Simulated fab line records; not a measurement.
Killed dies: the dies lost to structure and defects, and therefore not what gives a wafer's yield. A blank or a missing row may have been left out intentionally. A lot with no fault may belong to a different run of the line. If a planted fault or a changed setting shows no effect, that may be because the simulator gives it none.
Comparing a struck lot with a sound one	flow sky130	17 out of 708 route steps
Sound: the wafers L335.1, L335.5, L335.6. Struck: wafers L346.2, L346.5, L346.6. At the end, the cause is stated.
At each step with rows: each side's tool, then ch and its chambers, then its first start. Under that, the readings that differ: sound wafers	struck wafers	difference of the means	sigmas: that difference in standard deviations of wafers without a fault.
alike: readings whose means differ by less than 2 such deviations, and words and numbers that are the same on both sides. not compared: withheld readings, readings that some wafer has no value for, bounds like >300 that may hide the same value, and numbers for which the record gives no deviation and whose values overlap.
Wherever a step has rows on one side only, a row that says differs or no value, or a row with sigmas, the two part there. Numbers that have no deviation but don't overlap get no sigmas and don't part them. A reading that every wafer of one side lacks parts them only if that side has two wafers or more.

SKY_VT_ADJUST_LVTN_OVL_MEAS_07:
  sound on overlay-02, day 7 19:07; struck on overlay-01, day 10 23:46
  alike: VT_ADJUST_LVTN_OVL
following that, these wafers have no rows for 1 step: SKY_VT_ADJUST_LVTN_IMPLANT_08.
SKY_VT_ADJUST_LVTN_STRIP_09: strips in O2/N2.
  sound on plasma asher-04 ch 0,1, day 7 19:18; struck on plasma asher-01 ch 0,1, day 10 23:57
  alike: drypump motor current A, oes product au, strip time to endpoint s
  not compared: rf hours counter h
SKY_VT_ADJUST_LVTN_TW_MEAS_10:
  sound on film metro-02, day 7 19:24; struck on film metro-01, day 11 00:04
  alike: VT_ADJUST_LVTN_TW
then, 7 steps without rows for these wafers: SKY_VT_ADJUST_LVTN_DEHYDRATE_11 (time 60 s); SKY_VT_ADJUST_LVTN_HMDS_12 (prime time 60 s); SKY_VT_ADJUST_LVTN_COAT_13 (resist thk 1140 nm); SKY_VT_ADJUST_LVTN_SOFTBAKE_14 (time 60 s); SKY_VT_ADJUST_LVTN_EXPOSE_15 (exposes mask HVN STD DERIVED, target cd 600 nm); SKY_VT_ADJUST_LVTN_PEB_16; SKY_VT_ADJUST_LVTN_DEVELOP_17 (develop time 60 s).
SKY_VT_ADJUST_LVTN_OVL_MEAS_18:
  sound on overlay-02, day 8 15:46; struck on overlay-01, day 11 23:37
  alike: VT_ADJUST_LVTN_01_OVL
SKY_VT_ADJUST_LVTN_IMPLANT_19:
  sound on implanter-04 ch 0, day 8 15:49; struck on implanter-04 ch 0, day 11 23:40
  alike: end station pressure torr
SKY_VT_ADJUST_LVTN_STRIP_20: strips in O2/N2.
  sound on plasma asher-01 ch 0,1, day 8 15:58; struck on plasma asher-04 ch 0,1, day 11 23:47
  alike: drypump motor current A, oes product au, strip time to endpoint s
  not compared: rf hours counter h
SKY_VT_ADJUST_LVTN_TW_MEAS_21:
  sound on film metro-01, day 8 16:04; struck on film metro-02, day 11 23:54
reading	sound	struck	difference	sigmas
VT_ADJUST_LVTN_2_TW	190.2 190.3 190.7	175.2 176.3 175.4	-14.8	-9
then, 1 step without rows for these wafers: SKY_VT_ADJUST_NCORE_DEHYDRATE_00 (time 60 s).
-- a jump in the record: the struck wafers' starts before and after are 37 days apart (it breaks off in module VT_ADJUST_NCORE and resumes in module PAD_OPEN, where the first step shown is number 708 of the route) --
SKY_PAD_OPEN_PROBE_99:
  sound on prober-02, day 46 17:57; struck on prober-02, day 49 11:42
reading	sound	struck	difference	sigmas
model.etest.res pwell under gate.rs ohm sq	2300 2300 2306	2322 2330 2346	+31	
model.etest.tip_n_5v.rs ohm sq range	29.23 36.48 30.88	53.43 40.55 52.1	+16.50	
model.etest.nfet g5v0d10v5.body rise v (V)	0.6754 0.6794 0.6724	0.661 0.6484 0.6503	-0.022	
model.etest.nfet_16v.body rise v (V)	0.6676 0.6731 0.6651	0.6521 0.6406 0.6425	-0.0235	
  alike: killed_at_M0_to_M3, killed_at_M4_up, killed at contacts, killed at front end, killed at other, killed dies, killed on rim, killed open, killed short
  not compared: model.etest.res pwell under gate.rs ohm sq range, model.etest.nfet g5v0d10v5.vt sat v, model.etest.nfet g5v0d10v5.vt v, model.etest.nfet_16v.vt v

## WHERE THEY PART
At SKY_VT_ADJUST_LVTN_TW_MEAS_21 and nowhere else, as far as this record goes. Later steps at which nothing parts them and some readings are alike: SKY_PAD_OPEN_PROBE_99.

WHY: what the simulator had put in
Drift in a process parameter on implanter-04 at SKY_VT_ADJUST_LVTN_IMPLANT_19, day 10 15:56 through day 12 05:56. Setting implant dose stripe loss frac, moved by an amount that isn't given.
